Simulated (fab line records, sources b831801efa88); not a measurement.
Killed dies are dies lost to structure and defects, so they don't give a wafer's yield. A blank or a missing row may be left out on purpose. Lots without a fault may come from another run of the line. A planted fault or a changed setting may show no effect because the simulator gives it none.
Which tool did it? | flow sfq_line | 15 lots, 44 wafers sampled, at 6 steps of a route of 325

WHAT THE GAUGES READ, wafer by wafer
SFQ_I6_OVL_MEAS_942. Usual: I6_OVL 0 nm, standard deviation 5.1.
lot  | measured     | on         | I6_OVL (nm) | flag
L751 | day 67 11:00 | overlay-01 | 6 1 11      |
L752 | day 67 19:38 | overlay-01 | -2 2 3      |
L753 | day 69 05:11 | overlay-01 | -5 -4 -4    |
L754 | day 72 21:09 | overlay-02 | 2 8 1       |
L755 | day 72 22:20 | overlay-01 | 4 1 7       |
L756 | day 72 23:32 | overlay-02 | -6 0 0      |
L764 | day 76 03:23 | overlay-01 | 3 7 4       |
L765 | day 76 09:23 | overlay-02 | -3 -6       |
L766 | day 76 14:11 | overlay-01 | 3 3 6       |
L769 | day 76 23:47 | overlay-01 | 2 1 6       |
L770 | day 78 14:11 | overlay-02 | 7 -1 -1     |
L771 | day 78 18:59 | overlay-01 | 8 5 5       |
L772 | day 79 02:19 | overlay-02 | 1 4 4       |
L773 | day 79 04:56 | overlay-02 | -3 0 -4     |
L774 | day 79 06:08 | overlay-02 | -4 -6 -7    |

WHICH TOOL RAN EACH LOT (tool, then ch and the chambers of the sampled wafers, then the start)
lot  | SFQ_TRILAYER_I4_CMP_CMP_100   | SFQ_TRILAYER_I4_METRO_MEASURE_101 | SFQ_TRILAYER_I4_VIA_ETCH_VIA_ETCH_106 | SFQ_TRILAYER_I4_VIA_STRIP_STRIP_107 | SFQ_TRILAYER_M6_STRIP_STRIP_163
L751 | cmp-02 ch 1,2, day 47 16:37   | film_metro-03, day 47 19:14       | rie_diel-04 ch 1,2,3, day 49 04:58    | rie_metal-03 ch 0,1, day 49 05:04   | rie_metal-03 ch 0,1, day 62 08:28
L752 | cmp-02 ch 1,2, day 49 06:37   | film_metro-04, day 49 09:14       | rie_diel-03 ch 0,1, day 49 12:45      | rie_metal-03 ch 0,1, day 49 12:52   | rie_metal-03 ch 0,1, day 65 03:15
L753 | cmp-01 ch 0,1,2, day 49 07:28 | film_metro-01, day 49 10:17       | rie_diel-02 ch 1,3, day 49 13:57      | rie_metal-04 ch 1, day 49 14:16     | rie_metal-01 ch 0,1, day 68 16:46
L754 | cmp-01 ch 1,2, day 49 10:07   | film_metro-04, day 49 13:38       | rie_diel-04 ch 0,2,3, day 49 16:46    | rie_metal-01 ch 1, day 49 17:17     | rie_metal-01 ch 0,1, day 68 21:46
L755 | cmp-01 ch 0,1, day 51 05:19   | film_metro-04, day 51 08:26       | rie_diel-04 ch 1,2, day 51 13:58      | rie_metal-03 ch 0,1, day 51 14:04   | rie_metal-03 ch 0,1, day 68 22:46
L756 | cmp-02 ch 0,1,2, day 51 13:09 | film_metro-04, day 51 16:16       | rie_diel-02 ch 0,1, day 51 21:11      | rie_metal-01 ch 0,1, day 51 21:18   | rie_metal-01 ch 0,1, day 69 02:22
L764 | cmp-02 ch 1,3, day 54 08:01   | film_metro-04, day 54 11:08       | rie_diel-03 ch 0,3, day 58 20:40      | rie_metal-03 ch 0,1, day 58 20:47   | rie_metal-01 ch 0,1, day 72 07:11
L765 | cmp-02 ch 2,3, day 54 15:01   | film_metro-04, day 54 17:20       | rie_diel-02 ch 0,1, day 58 23:04      | rie_metal-01 ch 1, day 58 23:23     | rie_metal-01 ch 1, day 72 09:35
L766 | cmp-02 ch 0,2,3, day 55 05:01 | film_metro-03, day 55 08:08       | rie_diel-04 ch 0,1,3, day 59 06:16    | rie_metal-03 ch 0,1, day 59 06:23   | rie_metal-02 ch 0,1, day 72 11:47
L769 | cmp-01 ch 0,2,3, day 57 17:55 | film_metro-03, day 57 19:32       | rie_diel-03 ch 1,3, day 61 01:09      | rie_metal-04 ch 0,1, day 61 01:16   | rie_metal-03 ch 0,1, day 72 17:47
L770 | cmp-01 ch 0,1,2, day 58 14:12 | film_metro-03, day 58 17:19       | rie_diel-03 ch 1,2,3, day 62 09:33    | rie_metal-03 ch 0,1, day 62 09:40   | rie_metal-01 ch 0,1, day 74 14:15
L771 | cmp-01 ch 0,2,3, day 58 20:12 | film_metro-01, day 58 23:19       | rie_diel-02 ch 0,1,3, day 62 17:57    | rie_metal-03 ch 1, day 62 18:04     | rie_metal-03 ch 0,1, day 74 16:45
L772 | cmp-02 ch 2,3, day 58 23:53   | film_metro-04, day 59 02:55       | rie_diel-02 ch 0,1,3, day 62 23:57    | rie_metal-03 ch 0,1, day 63 00:16   | rie_metal-01 ch 0,1, day 75 04:59
L773 | cmp-02 ch 0,2,3, day 59 02:23 | film_metro-01, day 59 05:43       | rie_diel-03 ch 2,3, day 63 03:33      | rie_metal-04 ch 0,1, day 63 03:40   | rie_metal-03 ch 0,1, day 75 11:51
L774 | cmp-01 ch 0,1, day 59 08:12   | film_metro-04, day 59 11:19       | rie_diel-03 ch 1,3, day 63 14:19      | rie_metal-04 ch 0,1, day 63 14:26   | rie_metal-03 ch 0,1, day 76 14:19
- SFQ_TRILAYER_I4_CMP_CMP_100: polishes SiO2.
- SFQ_TRILAYER_I4_METRO_MEASURE_101
- SFQ_TRILAYER_I4_VIA_ETCH_VIA_ETCH_106: etches SiO2 in CHF3, stops on Nb, target depth 260 nm.
- SFQ_TRILAYER_I4_VIA_STRIP_STRIP_107: strips in O2.
- SFQ_TRILAYER_M6_STRIP_STRIP_163: strips in O2.

WHAT THE TOOLS THEMSELVES READ (means of the sampled wafers that have a number; where no wafer has one, the mark that the record gives instead)
SFQ_TRILAYER_I4_CMP_CMP_100. Usual: motor_current_A 9.5 A, standard deviation 0.87; time_to_endpoint_s 214 s, standard deviation 9.
lot  | tool   | motor_current_A (A) | time_to_endpoint_s (s) | flag
L751 | cmp-02 | 9.4                 | 225                    |
L752 | cmp-02 | 8.9                 | 207                    |
L753 | cmp-01 | 9.1                 | 211                    |
L754 | cmp-01 | 9.0                 | 204                    |
L755 | cmp-01 | 8.9                 | 218                    |
L756 | cmp-02 | 9.1                 | 221                    |
L764 | cmp-02 | 9.5                 | 203                    |
L765 | cmp-02 | 9.0                 | 200                    |
L766 | cmp-02 | 9.2                 | 207                    |
L769 | cmp-01 | 10.1                | 217                    |
L770 | cmp-01 | 9.4                 | 206                    |
L771 | cmp-01 | 9.8                 | 216                    |
L772 | cmp-02 | 8.7                 | 216                    |
L773 | cmp-02 | 8.7                 | 209                    |
L774 | cmp-01 | 9.2                 | 201                    |

SFQ_TRILAYER_I4_METRO_MEASURE_101. Usual: thk_nm 199.8 nm, standard deviation 1.2.
lot  | tool          | thk_nm (nm) | flag
L751 | film_metro-03 | 200.7       |
L752 | film_metro-04 | 199.0       |
L753 | film_metro-01 | 199.2       |
L754 | film_metro-04 | 199.6       |
L755 | film_metro-04 | 200.1       |
L756 | film_metro-04 | 200.9       |
L764 | film_metro-04 | 212.4       | OFF
L765 | film_metro-04 | 209.1       | OFF
L766 | film_metro-03 | 204.3       | OFF
L769 | film_metro-03 | 199.0       |
L770 | film_metro-03 | 198.9       |
L771 | film_metro-01 | 199.0       |
L772 | film_metro-04 | 199.4       |
L773 | film_metro-01 | 198.9       |
L774 | film_metro-04 | 199.1       |

SFQ_TRILAYER_I4_VIA_ETCH_VIA_ETCH_106. Usual: drypump_motor_current_A 5.7 A, standard deviation 0.53; oes_product_au 0.854 a.u., standard deviation 0.0052.
lot  | tool        | drypump_motor_current_A (A) | oes_product_au (a.u.) | flag
L751 | rie_diel-04 | 5.9                         | 0.860                 |
L752 | rie_diel-03 | 5.8                         | 0.858                 |
L753 | rie_diel-02 | 5.7                         | 0.855                 |
L754 | rie_diel-04 | 5.6                         | 0.854                 |
L755 | rie_diel-04 | 6.0                         | 0.855                 |
L756 | rie_diel-02 | 5.5                         | 0.853                 |
L764 | rie_diel-03 | 5.2                         | 0.885                 | OFF
L765 | rie_diel-02 | 5.4                         | 0.873                 | OFF
L766 | rie_diel-04 | 5.6                         | 0.866                 |
L769 | rie_diel-03 | 5.8                         | 0.852                 |
L770 | rie_diel-03 | 5.9                         | 0.852                 |
L771 | rie_diel-02 | 5.6                         | 0.855                 |
L772 | rie_diel-02 | 5.6                         | 0.848                 |
L773 | rie_diel-03 | 5.5                         | 0.849                 |
L774 | rie_diel-03 | 5.7                         | 0.851                 |

SFQ_TRILAYER_I4_VIA_STRIP_STRIP_107. Usual: drypump_motor_current_A 5.4 A, standard deviation 0.36; oes_product_au 0.996 a.u., standard deviation 0.015.
lot  | tool         | drypump_motor_current_A (A) | oes_product_au (a.u.) | flag
L751 | rie_metal-03 | 5.5                         | 0.981                 |
L752 | rie_metal-03 | 5.5                         | 0.989                 |
L753 | rie_metal-04 | 5.2                         | 1.005                 |
L754 | rie_metal-01 | 6.1                         | 1.000                 |
L755 | rie_metal-03 | 5.2                         | 1.005                 |
L756 | rie_metal-01 | 5.9                         | 0.992                 |
L764 | rie_metal-03 | 5.5                         | 0.987                 |
L765 | rie_metal-01 | 6.0                         | 0.983                 |
L766 | rie_metal-03 | 5.5                         | 0.993                 |
L769 | rie_metal-04 | 5.4                         | 0.982                 |
L770 | rie_metal-03 | 5.2                         | 1.000                 |
L771 | rie_metal-03 | 5.7                         | 0.984                 |
L772 | rie_metal-03 | 5.2                         | 1.002                 |
L773 | rie_metal-04 | 5.4                         | 0.998                 |
L774 | rie_metal-04 | 5.3                         | 1.012                 |

SFQ_TRILAYER_M6_STRIP_STRIP_163. Usual: drypump_motor_current_A 5.6 A, standard deviation 0.39; oes_product_au 0.990 a.u., standard deviation 0.014.
lot  | tool         | drypump_motor_current_A (A) | oes_product_au (a.u.) | flag
L751 | rie_metal-03 | 5.5                         | 0.992                 |
L752 | rie_metal-03 | 5.5                         | 0.983                 |
L753 | rie_metal-01 | 5.6                         | 0.978                 |
L754 | rie_metal-01 | 5.9                         | 0.989                 |
L755 | rie_metal-03 | 5.2                         | 1.000                 |
L756 | rie_metal-01 | 5.6                         | 0.986                 |
L764 | rie_metal-01 | 5.6                         | 0.983                 |
L765 | rie_metal-01 | 6.1                         | 1.002                 |
L766 | rie_metal-02 | 5.8                         | 1.005                 |
L769 | rie_metal-03 | 5.2                         | 1.005                 |
L770 | rie_metal-01 | 5.8                         | 0.992                 |
L771 | rie_metal-03 | 5.5                         | 0.991                 |
L772 | rie_metal-01 | 5.6                         | 0.979                 |
L773 | rie_metal-03 | 5.2                         | 1.003                 |
L774 | rie_metal-03 | 5.5                         | 0.991                 |

THE ANSWER, worked out from the rows above alone
Rule: a lot is off if the mean of its wafers that have a number lies more than 3 standard deviations from the usual mean. A lot without any number at a reading at which 4 lots or more have one is off too. The other lots that the step has rows for count as sound. The gauges are gone through in route order, then the tools' own readings, and for those a lot's mean is taken as printed above. The first step at which some lot is off is used, and at that step the reading that is off furthest; a lot without a number counts as furthest.
Off: L764, L765, L766, at SFQ_TRILAYER_I4_METRO_MEASURE_101 (thk_nm).
A tool fits if, at that step or a process step before it, it ran every lot that is off, and no sound lot after the first of them. None of those tried fits.

WHAT THE SIMULATOR HAD PUT IN
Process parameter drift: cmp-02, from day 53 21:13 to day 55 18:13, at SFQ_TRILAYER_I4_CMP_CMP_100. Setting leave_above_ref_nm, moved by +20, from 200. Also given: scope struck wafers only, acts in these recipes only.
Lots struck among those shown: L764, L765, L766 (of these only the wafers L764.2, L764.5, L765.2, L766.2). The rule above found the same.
